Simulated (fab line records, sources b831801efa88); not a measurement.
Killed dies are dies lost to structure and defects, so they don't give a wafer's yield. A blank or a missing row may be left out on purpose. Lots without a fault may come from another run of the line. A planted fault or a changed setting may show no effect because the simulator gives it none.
Which tool did it? | flow gf180mcu | 13 lots, 39 wafers sampled, at 4 steps of a route of 602

WHAT THE GAUGES READ, wafer by wafer
GF_M1_THK_MEAS_06: measures by xrf.
lot  | measured     | on            | M1_ALCU_THK (nm)
L941 | day 16 05:26 | film_metro-03 | 440 442 442
L945 | day 17 16:48 | film_metro-02 | 440 430 439
L947 | day 18 11:25 | film_metro-03 | 446 448 441
L949 | day 19 04:05 | film_metro-03 | 436 431 432
L950 | day 19 10:46 | film_metro-03 | 455 452 442
L951 | day 20 01:17 | film_metro-02 | 438 437 436
L954 | day 21 00:41 | film_metro-03 | 437 438 444
L957 | day 22 02:25 | film_metro-03 | 454 438 453
L962 | day 23 22:14 | film_metro-03 | 438 437 441
L963 | day 24 00:41 | film_metro-04 | 437 423 436
L964 | day 24 08:16 | film_metro-04 | 427 437 439

WHICH TOOL RAN EACH LOT (tool, then ch and the chambers of the sampled wafers, then the start)
lot  | GF_POLY_GATE_STRIP_14                | GF_SALICIDE_WET_ETCH_01         | GF_CONTACT_STRIP_18
L941 | plasma_asher-04 ch 0,1, day 9 06:13  | wet_bench-02 ch 0, day 15 05:11 | plasma_asher-01 ch 0,1, day 16 04:07
L945 | plasma_asher-02 ch 0,1, day 10 09:22 | wet_bench-02 ch 0, day 16 14:56 | plasma_asher-01 ch 1, day 17 15:29
L947 | plasma_asher-02 ch 0,1, day 11 00:16 | wet_bench-02 ch 0, day 17 09:47 | plasma_asher-01 ch 0,1, day 18 10:05
L949 | plasma_asher-02 ch 0, day 11 14:13   | wet_bench-02 ch 0, day 18 01:31 | plasma_asher-01 ch 0,1, day 19 02:46
L950 | plasma_asher-01 ch 0,1, day 11 18:46 | wet_bench-02 ch 0, day 18 07:29 | plasma_asher-01 ch 0,1, day 19 09:26
L951 | plasma_asher-02 ch 0, day 12 05:28   | wet_bench-04 ch 2, day 18 22:34 | plasma_asher-01 ch 0,1, day 19 23:58
L952 | plasma_asher-02 ch 0,1, day 12 16:59 | wet_bench-03 ch 0, day 19 12:58 | -
L953 | plasma_asher-04 ch 0,1, day 12 17:19 | wet_bench-03 ch 2, day 19 13:52 | -
L954 | plasma_asher-04 ch 0,1, day 13 01:19 | wet_bench-02 ch 1, day 19 21:21 | plasma_asher-04 ch 0,1, day 20 23:16
L957 | plasma_asher-04 ch 0, day 13 22:43   | wet_bench-03 ch 3, day 20 23:30 | plasma_asher-03 ch 0, day 22 00:58
L962 | plasma_asher-01 ch 0, day 15 13:26   | wet_bench-02 ch 2, day 22 20:34 | plasma_asher-03 ch 0,1, day 23 20:55
L963 | plasma_asher-02 ch 0,1, day 15 20:43 | wet_bench-02 ch 2, day 22 23:45 | plasma_asher-04 ch 0,1, day 23 23:21
L964 | plasma_asher-02 ch 0,1, day 16 02:58 | wet_bench-03 ch 0, day 23 06:59 | plasma_asher-01 ch 0,1, day 24 06:57
- GF_POLY_GATE_STRIP_14: strips in O2/N2.
- GF_SALICIDE_WET_ETCH_01: etches SiO2 in dHF, target depth 5 nm, time 100 s.
- GF_CONTACT_STRIP_18: strips in O2/N2.

WHAT THE TOOLS THEMSELVES READ (means of the sampled wafers that have a number; where no wafer has one, the mark that the record gives instead)
GF_POLY_GATE_STRIP_14.
lot  | tool            | drypump_motor_current_A (A) | heater_power_w (W) | o2_flow_sccm (sccm) | oes_product_au (a.u.)
L941 | plasma_asher-04 | 5.6                         | 336                | 3004                | 0.502
L945 | plasma_asher-02 | 5.6                         | 343                | 2997                | 0.503
L947 | plasma_asher-02 | 5.6                         | 339                | 2993                | 0.506
L949 | plasma_asher-02 | 6.0                         | 344                | 2994                | 0.505
L950 | plasma_asher-01 | 5.5                         | 330                | 2998                | 0.508
L951 | plasma_asher-02 | 6.0                         | 341                | 2992                | 0.504
L952 | plasma_asher-02 | 5.2                         | 329                | 3005                | 0.504
L953 | plasma_asher-04 | 5.6                         | 333                | 3001                | 0.500
L954 | plasma_asher-04 | 5.6                         | 336                | 2991                | 0.505
L957 | plasma_asher-04 | 5.4                         | 330                | 2994                | 0.506
L962 | plasma_asher-01 | 5.4                         | 330                | 3000                | 0.503
L963 | plasma_asher-02 | 5.2                         | 330                | 2999                | 0.505
L964 | plasma_asher-02 | 5.6                         | 335                | 3006                | 0.505

GF_SALICIDE_WET_ETCH_01.
lot  | tool         | bath_heat_duty_pct (%) | run_length_s (s)
L941 | wet_bench-02 | 5.3                    | 135
L945 | wet_bench-02 | 5.4                    | 127
L947 | wet_bench-02 | 5.6                    | 128
L949 | wet_bench-02 | 5.7                    | 127
L950 | wet_bench-02 | 5.5                    | 127
L951 | wet_bench-04 | 7.4                    | 134
L952 | wet_bench-03 | -                      | -
L953 | wet_bench-03 | -                      | -
L954 | wet_bench-02 | 7.2                    | 134
L957 | wet_bench-03 | 6.6                    | 125
L962 | wet_bench-02 | 5.9                    | 134
L963 | wet_bench-02 | 5.8                    | 135
L964 | wet_bench-03 | 6.3                    | 124

GF_CONTACT_STRIP_18.
lot  | tool            | drypump_motor_current_A (A) | heater_power_w (W) | o2_flow_sccm (sccm) | oes_product_au (a.u.)
L941 | plasma_asher-01 | 5.51                        | 320                | 2999                | 0.577
L945 | plasma_asher-01 | 5.55                        | 322                | 3002                | 0.587
L947 | plasma_asher-01 | 5.51                        | 326                | 3002                | 0.577
L949 | plasma_asher-01 | 5.51                        | 326                | 3010                | 0.580
L950 | plasma_asher-01 | 5.44                        | 320                | 3002                | 0.581
L951 | plasma_asher-01 | 5.48                        | 326                | 3005                | 0.587
L954 | plasma_asher-04 | 5.90                        | 343                | 3002                | 0.583
L957 | plasma_asher-03 | 5.65                        | 315                | 3002                | 0.583
L962 | plasma_asher-03 | 5.64                        | 306                | 3001                | 0.582
L963 | plasma_asher-04 | 5.89                        | 344                | 3003                | 0.583
L964 | plasma_asher-01 | 5.43                        | 322                | 3001                | 0.577

THE ANSWER, worked out from the rows above alone
Rule: what is usual is taken from the lots themselves. Put in order of their means at a reading, lots are off if they are a third of the lots or fewer, leave a main group of 4 or more, and stand apart from it by a gap of 3 or more times the standard deviation of the main group's means; of several such gaps the widest counts. A main group whose means are all the same, to the digits that the tables above print for the reading, isn't used. A lot without any number at a reading at which 4 lots or more have one is off too. The other lots that the step has rows for count as sound. The gauges are gone through in route order, then the tools' own readings, and for those a lot's mean is taken as printed above. The first step at which some lot is off is used, and at that step the reading that is off furthest; a lot without a number counts as furthest.
Off: L952, L953, at GF_SALICIDE_WET_ETCH_01 (bath_heat_duty_pct). Without a number there: L952, L953. The main group: mean 6.1 %, standard deviation 0.69.
A tool fits if, at that step or a process step before it, it ran every lot that is off, and no sound lot after the first of them. None of those tried fits.

WHAT THE SIMULATOR HAD PUT IN
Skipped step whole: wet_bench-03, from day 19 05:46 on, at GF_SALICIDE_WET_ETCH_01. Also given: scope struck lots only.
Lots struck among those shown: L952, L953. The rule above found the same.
